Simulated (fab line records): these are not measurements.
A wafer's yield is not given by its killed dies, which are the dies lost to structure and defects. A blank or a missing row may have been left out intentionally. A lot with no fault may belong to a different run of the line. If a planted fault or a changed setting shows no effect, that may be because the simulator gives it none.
What tool caused it? | flow sky130 | 39 wafers from 13 lots sampled at 5 of the route's 708 steps

## WHAT THE GAUGES SHOWED, per wafer
SKY_VIA2_THK_MEAS_01.
lot  | measured     | on            | VIA2_HDPCVD_THK (nm)
L231 | day 35 10:19 | film metro-03 | 1169 1157 1175
L233 | day 36 01:13 | film metro-03 | 1165 1165 1176
L235 | day 36 17:28 | film metro-03 | 1193 1171 1189
L236 | day 38 01:34 | film metro-01 | 1160 1181 1182
L237 | day 38 03:43 | film metro-03 | 1170 1178 1152
L239 | day 38 05:49 | film metro-03 | 1175 1190 1171
L240 | day 38 09:12 | film metro-02 | 1167 1165 1169
L241 | day 38 11:36 | film metro-03 | 1166 1186 1159
L246 | day 39 23:25 | film metro-03 | 1168 1159 1192
L249 | day 40 22:11 | film metro-01 | 1168 1159 1146
L250 | day 41 01:41 | film metro-02 | 1167 1170 1177
L252 | day 41 16:18 | film metro-02 | 1157 1163 1173
L253 | day 41 21:16 | film metro-03 | 1159 1152 1166

SKY_CAPM_THK_MEAS_01.
lot  | measured     | on            | CAPM_CVD_00_THK (nm)
L231 | day 36 15:02 | film metro-03 | 15.04 15.14 15.65
L233 | day 37 04:46 | film metro-03 | 15.59 15.62 15.75
L235 | day 37 21:12 | film metro-03 | 15.60 15.47 16.06
L236 | day 39 04:22 | film metro-04 | 15.70 15.88 15.66
L237 | day 39 07:02 | film metro-02 | 15.54 15.56 15.58
L239 | day 39 09:19 | film metro-04 | 15.52 15.50 15.78
L240 | day 39 13:17 | film metro-03 | 30.67 30.81 31.38
L241 | day 39 15:05 | film metro-03 | 15.20 15.59 15.71
L246 | day 41 01:28 | film metro-03 | 30.64 31.35 31.55
L249 | day 42 00:17 | film metro-02 | 15.45 15.52 15.94
L250 | day 42 04:14 | film metro-03 | 31.43 31.01 31.60
L252 | day 42 17:19 | film metro-03 | 15.46 15.42 15.75
L253 | day 42 22:45 | film metro-03 | 15.55 15.79 16.06

## WHAT TOOL EACH LOT RAN ON (gives the tool, then ch and the chambers of the sampled wafers, and finally the start)
lot  | SKY_VIA2_CMP_02               | SKY_METAL3_SPUTTER_02        | SKY_CAPM_CVD_00
L231 | cmp-01 ch 0,1,2, day 35 10:28 | pvd sputter-03, day 36 14:54 | pecvd-03 ch 0,1,2, day 36 15:01
L233 | cmp-01 ch 0,1,3, day 36 01:20 | pvd sputter-01, day 37 04:37 | pecvd-04 ch 0,1,2, day 37 04:43
L235 | cmp-02 ch 0,1,2, day 36 17:32 | pvd sputter-01, day 37 21:05 | pecvd-02 ch 0,1,2, day 37 21:11
L236 | cmp-01 ch 0,2,3, day 38 01:44 | pvd sputter-03, day 39 04:14 | pecvd-02 ch 0,2, day 39 04:20
L237 | cmp-01 ch 0,2,3, day 38 03:55 | pvd sputter-02, day 39 06:54 | pecvd-03 ch 1,2, day 39 07:01
L239 | cmp-01 ch 0,1,2, day 38 05:53 | pvd sputter-01, day 39 09:10 | pecvd-02 ch 1,2, day 39 09:16
L240 | cmp-01 ch 0,2, day 38 09:14   | pvd sputter-02, day 39 12:56 | pecvd-03 ch 0,1,2, day 39 13:00
L241 | cmp-01 ch 2,3, day 38 11:41   | pvd sputter-01, day 39 14:56 | pecvd-04 ch 1,2, day 39 15:02
L246 | cmp-02 ch 2,3, day 39 23:31   | pvd sputter-03, day 41 01:00 | pecvd-04 ch 0,1,2, day 41 01:00
L249 | cmp-01 ch 1,2,3, day 40 22:14 | pvd sputter-03, day 42 00:08 | pecvd-03 ch 0,2, day 42 00:14
L250 | cmp-02 ch 0,1,3, day 41 01:50 | pvd sputter-03, day 42 03:51 | pecvd-02 ch 1,2, day 42 03:57
L252 | cmp-01 ch 0,2,3, day 41 16:30 | pvd sputter-02, day 42 17:11 | pecvd-03 ch 1,2, day 42 17:17
L253 | cmp-02 ch 0,3, day 41 21:20   | pvd sputter-03, day 42 22:37 | pecvd-04 ch 0,2, day 42 22:44
- SKY_VIA2_CMP_02: polishes SiO2.
- SKY_METAL3_SPUTTER_02: material AlCu, target thk 735 nm, time 39.1 s.
- SKY_CAPM_CVD_00: deposits SiO2, target thk 15.5 nm.

## AS READ BY THE TOOLS THEMSELVES (means over the sampled wafers that have a number; for cases with no such wafer, the mark the record gives instead)
SKY_VIA2_CMP_02.
lot  | tool   | motor current A (A) | retaining ring pressure frac
L231 | cmp-01 | 11.9                | 1.001
L233 | cmp-01 | 12.3                | 1.000
L235 | cmp-02 | 13.6                | 0.998
L236 | cmp-01 | 11.2                | 1.000
L237 | cmp-01 | 11.9                | 1.002
L239 | cmp-01 | 12.0                | 1.000
L240 | cmp-01 | 12.1                | 1.001
L241 | cmp-01 | 11.5                | 1.003
L246 | cmp-02 | 11.0                | 1.003
L249 | cmp-01 | 11.6                | 1.000
L250 | cmp-02 | 13.3                | 1.003
L252 | cmp-01 | 11.8                | 1.000
L253 | cmp-02 | 14.5                | 0.999

SKY_METAL3_SPUTTER_02.
lot  | tool           | throttle valve pct (%)
L231 | pvd sputter-03 | 30.7
L233 | pvd sputter-01 | 29.6
L235 | pvd sputter-01 | 30.5
L236 | pvd sputter-03 | 29.6
L237 | pvd sputter-02 | 29.3
L239 | pvd sputter-01 | 30.2
L240 | pvd sputter-02 | 29.1
L241 | pvd sputter-01 | 29.8
L246 | pvd sputter-03 | 30.7
L249 | pvd sputter-03 | 30.0
L250 | pvd sputter-03 | 29.5
L252 | pvd sputter-02 | 29.2
L253 | pvd sputter-03 | 29.9

SKY_CAPM_CVD_00.
lot  | tool     | heater power w (W)
L231 | pecvd-03 | 684
L233 | pecvd-04 | 738
L235 | pecvd-02 | 755
L236 | pecvd-02 | 707
L237 | pecvd-03 | 692
L239 | pecvd-02 | 684
L240 | pecvd-03 | 648
L241 | pecvd-04 | 691
L246 | pecvd-04 | 752
L249 | pecvd-03 | 747
L250 | pecvd-02 | 684
L252 | pecvd-03 | 714
L253 | pecvd-04 | 810

## THE ANSWER, worked out from the rows above alone
Rule: the usual values come from the lots themselves. The widest of any qualifying gaps counts: lots, ordered by their means at a reading, are off when they make up no more than a third of the lots, leave a main group of 4 or more, and stand apart from it by 3 or more times the standard deviation of that group's means. Not used: any main group whose means are identical at the precision the tables above print for the reading. A lot without any number at a reading at which 4 lots or more have one is off too. Any other lot the step has rows for is counted as sound. After the gauges, taken in route order, come the tools' own readings; for these a lot's mean is taken, as printed above. The first step at which some lot is off is used, and at that step the reading that is off furthest; a lot without a number counts as furthest.
Off: L240, L246, L250, at SKY_CAPM_THK_MEAS_01 (CAPM_CVD_00_THK). The main group: mean 15.60 nm, standard deviation 0.14.
A tool fits if, at a process step before that reading, it ran every lot that is off, and no sound lot after the first of them. The gauges at SKY_CAPM_THK_MEAS_01 are tried like those tools. Of those tried, none fits.

## WHAT THE SIMULATOR PUT IN
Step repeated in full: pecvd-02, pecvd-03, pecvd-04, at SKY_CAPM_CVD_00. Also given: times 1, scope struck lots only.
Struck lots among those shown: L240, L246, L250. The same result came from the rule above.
